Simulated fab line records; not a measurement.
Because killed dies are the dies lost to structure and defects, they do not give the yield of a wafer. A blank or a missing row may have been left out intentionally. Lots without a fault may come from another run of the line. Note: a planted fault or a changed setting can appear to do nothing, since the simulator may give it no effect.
8D (eight disciplines) problem report, filled in by code | flow sky130 | the parts of the form that need people (team, actions taken, sign-off) are left out

== 1. WHAT WENT WRONG ==
FIELD_ISO_OXIDATION_01_THK at SKY_FIELD_ISO_THK_MEAS_23 reads a mean of 16.59 nm on 6 wafers of 2 lots; wafers without a fault read 9.91 nm with a standard deviation of 0.19. That is +35 standard deviations from the usual mean.
Seen first at day 6 15:45 on film-metro-04, wafer L357.1. The record holds 33 wafers of 11 lots with a number at this step. By rule, "out" or "out of limits" means more than 4 standard deviations away from the usual mean. Any other wafer with a number is counted as sound.

== 2. WHAT IT IS, WHAT IT ISN'T ==
question                    | is                           | is not
which readings at this step | FIELD_ISO_OXIDATION_01_THK   | -
which lots                  | L357, L358                   | L338, L339, L341, L344, L345, L347, L348, L349, L351
which wafers of those lots  | all that have a number       | -
read on which gauges        | film-metro-01, film-metro-04 | film-metro-02
when                        | from day 6 15:45             | up to then (27 sound wafers)

== 3. SUSPECTS, AND WHAT RULES EACH OUT ==
Counting: a tool at any process step up to the reading remains a suspect when it ran all the lots that are out and ran no sound lot after the first of those.
- the gauge at SKY_FIELD_ISO_THK_MEAS_23 has been ruled out. 2 gauges (film-metro-01, film-metro-04) read the wafers that are out.
- rie-si-02 at SKY_FIELD_ISO_ETCH_17 (etches Si in HBr/Cl2/O2, target depth 342 nm, time 97.7 s): kept. It processed each lot that is out, first L357 at day 6 14:06, and no sound lot thereafter; up to then, the last sound lot it processed was L348 at day 4 17:18.
- furnace-02 at SKY_FIELD_ISO_OXIDATION_22 (stabilise 600 s, purge 300 s, target thk 10 nm): kept. It processed each lot that is out, first L357 at day 6 14:34, and no sound lot thereafter; up to then, the last sound lot it processed was L351 at day 5 07:39. Its own readings are out on those wafers: spike-tc-bottom-C, spike-tc-centre-C, spike-tc-lower-C, spike-tc-top-C, spike-tc-upper-C, tube-center-temp-C, tube_center_temp_C_max, zone-power-top-pct.
Left after counting: rie-si-02 at SKY_FIELD_ISO_ETCH_17, furnace-02 at SKY_FIELD_ISO_OXIDATION_22.

== 4. THE CAUSE (what the simulator had put in) ==
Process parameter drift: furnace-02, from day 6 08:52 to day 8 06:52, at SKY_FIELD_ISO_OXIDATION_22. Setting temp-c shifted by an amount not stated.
2 suspects survive the count, and this tool is in that group.

== 5. SEQUENCE OF EFFECTS, ordered by route ==
One row per reading whose mean, taken over the struck wafers that have a number, lies over 3 standard deviations from the usual. Readings are gone through only where the record gives a usual standard deviation; hours: the median, over the lots, of the time from a lot's start at the first step in this table giving one to that lot's start at this step; sigmas: the change measured in usual standard deviations.
hours | step                       | reading                    | usual    | on struck wafers | change | sigmas
0     | SKY_FIELD_ISO_OXIDATION_22 | spike-tc-bottom-C          | 965.9 C  | 1008.0           | +42.1  | +42
0     | SKY_FIELD_ISO_OXIDATION_22 | spike-tc-centre-C          | 950.8 C  | 993.5            | +42.7  | +39
0     | SKY_FIELD_ISO_OXIDATION_22 | spike-tc-lower-C           | 950.6 C  | 993.3            | +42.7  | +39
0     | SKY_FIELD_ISO_OXIDATION_22 | spike-tc-top-C             | 962.7 C  | 1004.6           | +41.9  | +30
0     | SKY_FIELD_ISO_OXIDATION_22 | spike-tc-upper-C           | 949.0 C  | 991.5            | +42.5  | +44
0     | SKY_FIELD_ISO_OXIDATION_22 | tube-center-temp-C         | 949.99 C | 992.99           | +43.00 | +99 or more
0     | SKY_FIELD_ISO_OXIDATION_22 | tube_center_temp_C_max     | 952.5    | 995.3            | +42.8  | +99 or more
0     | SKY_FIELD_ISO_OXIDATION_22 | zone-power-lower-pct       | 19.7 %   | 22.7             | +3.0   | +3.4
0     | SKY_FIELD_ISO_OXIDATION_22 | zone-power-top-pct         | 36.8 %   | 40.2             | +3.4   | +7.0
1     | SKY_FIELD_ISO_THK_MEAS_23  | FIELD_ISO_OXIDATION_01_THK | 9.91 nm  | 16.59            | +6.68  | +35
Process steps it contains:
- SKY_FIELD_ISO_OXIDATION_22: stabilise 600 s, purge 300 s, target thk 10 nm.
At these later measuring or inspecting steps, every struck wafer for which the step has a row has a number for every such reading, and none has moved that far: SKY_VT_ADJUST_HVTR_CD_MEAS_07, SKY_VT_ADJUST_PCH_TW_MEAS_10.

== 6. HOW IT WOULD HAVE BEEN CAUGHT EARLIER ==
Counted from the fault's start at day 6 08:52, it took 7 hours until the first out-of-limits reading at a measuring or inspecting step in this record, taken at day 6 15:45.
Tool's own readings at SKY_FIELD_ISO_OXIDATION_22, spike-tc-bottom-C, spike-tc-centre-C, spike-tc-lower-C, spike-tc-top-C, spike-tc-upper-C, tube-center-temp-C, tube_center_temp_C_max, zone-power-top-pct: out on all struck wafers the step has rows for; an alarm limit on them would have tripped on the first.
L358, from the lots that are out (2), started SKY_FIELD_ISO_OXIDATION_22 on furnace-02 later than day 6 15:45. Had the tool been put on hold then, it would have been spared.
